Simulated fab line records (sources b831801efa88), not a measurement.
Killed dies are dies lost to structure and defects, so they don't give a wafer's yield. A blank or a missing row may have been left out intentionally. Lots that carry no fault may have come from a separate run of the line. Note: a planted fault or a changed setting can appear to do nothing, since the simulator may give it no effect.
Which of the tools did it? || flow sky130 || 18 wafers from 6 lots sampled at 3 of the route's 708 steps

## WHAT THE GAUGES READ, wafer by wafer
SKY_NWELL_TW_MEAS_26.
{"lot": "L435", "measured": "day 5 18:58", "on": "film metro-02", "NWELL_2_TW": "500.1 500.0 501.1"}
{"lot": "L440", "measured": "day 7 00:32", "on": "film metro-01", "NWELL_2_TW": "505.3 504.6 502.5"}
{"lot": "L443", "measured": "day 7 14:20", "on": "film metro-02", "NWELL_2_TW": "30.3 30.6 30.5"}
{"lot": "L451", "measured": "day 9 12:11", "on": "film metro-01", "NWELL_2_TW": "496.8 496.4 499.4"}
{"lot": "L453", "measured": "day 10 08:41", "on": "film metro-02", "NWELL_2_TW": "498.8 501.1 503.8"}
{"lot": "L456", "measured": "day 11 09:14", "on": "film metro-01", "NWELL_2_TW": "501.9 501.8 502.3"}

## WHICH TOOL RAN EACH LOT (tool, then ch and the chambers of the sampled wafers, then the start)
{"lot": "L435", "SKY_NWELL_STRIP_14": "plasma asher-02 ch 0,1, day 5 00:27", "SKY_NWELL_STRIP_25": "plasma asher-02 ch 0,1, day 5 18:52"}
{"lot": "L440", "SKY_NWELL_STRIP_14": "plasma asher-01 ch 0,1, day 6 05:34", "SKY_NWELL_STRIP_25": "plasma asher-03 ch 0,1, day 7 00:26"}
{"lot": "L443", "SKY_NWELL_STRIP_14": "plasma asher-03 ch 0,1, day 6 19:19", "SKY_NWELL_STRIP_25": "plasma asher-02 ch 0,1, day 7 14:14"}
{"lot": "L451", "SKY_NWELL_STRIP_14": "plasma asher-01 ch 0,1, day 8 17:04", "SKY_NWELL_STRIP_25": "plasma asher-02 ch 0,1, day 9 12:05"}
{"lot": "L453", "SKY_NWELL_STRIP_14": "plasma asher-02 ch 0,1, day 9 10:13", "SKY_NWELL_STRIP_25": "plasma asher-03 ch 1, day 10 08:35"}
{"lot": "L456", "SKY_NWELL_STRIP_14": "plasma asher-03 ch 0,1, day 10 09:02", "SKY_NWELL_STRIP_25": "plasma asher-01 ch 0,1, day 11 09:08"}
- SKY_NWELL_STRIP_14: strips in O2/N2.
- SKY_NWELL_STRIP_25: strips in O2/N2.

## THE ANSWER, worked out from the rows above alone
Rule: the usual values come from the lots themselves. Put in order of their means at a reading, lots are off if they are a third of the lots or fewer, leave a main group of 4 or more, and stand apart from it by a gap of 3 or more times the standard deviation of the main group's means; of several such gaps the widest counts. Not used: any main group whose means are identical at the precision the tables above print for the reading. Also off: a lot with no number at a reading for which 4 or more lots have one. The other lots that the step has rows for count as sound.
Off: at SKY_NWELL_TW_MEAS_26 (NWELL_2_TW), L443. The main group: mean 501.1, standard deviation 2.2.
If a tool, at a process step before that reading, ran all the lots that are off and no sound lot after the first of them, it fits. Gauges at SKY_NWELL_TW_MEAS_26: tried the same way as those tools. Of those tried, none fits.

## WHAT WAS PUT IN BY THE SIMULATOR
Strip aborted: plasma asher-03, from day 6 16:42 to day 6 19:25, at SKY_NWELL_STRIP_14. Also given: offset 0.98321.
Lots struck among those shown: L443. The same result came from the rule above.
